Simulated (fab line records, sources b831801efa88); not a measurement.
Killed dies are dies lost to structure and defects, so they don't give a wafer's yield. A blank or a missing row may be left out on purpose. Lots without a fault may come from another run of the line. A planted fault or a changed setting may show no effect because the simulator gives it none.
Chamber matching | flow sky130 | SKY_VIA1_ETCH_14 on rie_diel-02: 4 sister chambers
The step etches BARC in N2/H2, stops on SiO2, time 45.9 s, target depth 60 nm. 16 wafers are shown with their chamber, then 8 later ones without.

WAFERS WITH THEIR CHAMBER
wafer  | chamber | drypump_motor_current_A (A) | throttle_valve_pct (%) | oes_product_au (a.u.)
L076.1 | 0       | 5.8                         | 13.224                 | 0.848
L076.3 | 3       | 5.9                         | 13.223                 | 0.857
L076.6 | 2       | 5.5                         | 13.237                 | 0.849
L078.1 | 1       | 6.1                         | 13.217                 | 0.853
L078.2 | 2       | 5.4                         | 13.219                 | 0.851
L078.3 | 3       | 5.8                         | 13.220                 | 0.854
L078.4 | 0       | 5.8                         | 13.238                 | 0.858
L078.5 | 0       | 5.8                         | 13.221                 | 0.859
L078.6 | 3       | 5.8                         | 13.217                 | 0.841
L081.1 | 0       | 5.8                         | 13.234                 | 0.853
L081.3 | 2       | 5.4                         | 13.223                 | 0.851
L081.4 | 1       | 6.1                         | 13.230                 | 0.848
L083.2 | 1       | 6.1                         | 13.220                 | 0.859
L083.5 | 3       | 5.9                         | 13.225                 | 0.859
L083.6 | 0       | 5.8                         | 13.234                 | 0.850
L086.1 | 2       | 5.4                         | 13.240                 | 0.859

SIGNATURES (means of the wafers above)
reading                 | chamber 0 | chamber 1 | chamber 2 | chamber 3 | scatter within a chamber
drypump_motor_current_A | 5.800     | 6.100     | 5.425     | 5.850     | 0.0382
throttle_valve_pct      | 13.23020  | 13.22233  | 13.22975  | 13.22125  | 0.00742
oes_product_au          | 0.85360   | 0.85333   | 0.85250   | 0.85275   | 0.00584
Rule: a wafer's distance from a chamber is the root of the sum, over the readings, of the square of ((its reading less the chamber's mean) divided by the reading's scatter). The wafer belongs to the nearest chamber; if the next one is less than 2 further off, it can't be placed. The scatter: the root of (the sum of the squares of (reading less its chamber's mean) over the shown wafers, divided by (wafers less chambers)).

WAFERS WITHOUT THEIR CHAMBER
wafer  | drypump_motor_current_A (A) | throttle_valve_pct (%) | oes_product_au (a.u.)
L086.3 | 5.8                         | 13.212                 | 0.852
L086.4 | 6.1                         | 13.233                 | 0.858
L089.2 | 6.1                         | 13.226                 | 0.853
L089.3 | 5.9                         | 13.242                 | 0.861
L089.4 | 5.8                         | 13.218                 | 0.853
L088.3 | 5.8                         | 13.226                 | 0.847
L088.4 | 5.5                         | 13.211                 | 0.854
L088.5 | 5.8                         | 13.232                 | 0.857

WHICH CHAMBER EACH WENT THROUGH
wafer  | from the rows above     | in truth
L086.3 | can't be placed: 3 or 0 | 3
L086.4 | 1                       | 1
L089.2 | 1                       | 1
L089.3 | can't be placed: 0 or 3 | 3
L089.4 | can't be placed: 3 or 0 | 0
L088.3 | can't be placed: 0 or 3 | 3
L088.4 | 2                       | 2
L088.5 | can't be placed: 0 or 3 | 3
Placed correctly: 3 of 8. Can't be placed from these rows: 5 (the true chamber is among the candidates in 5). Placed wrongly: 0.
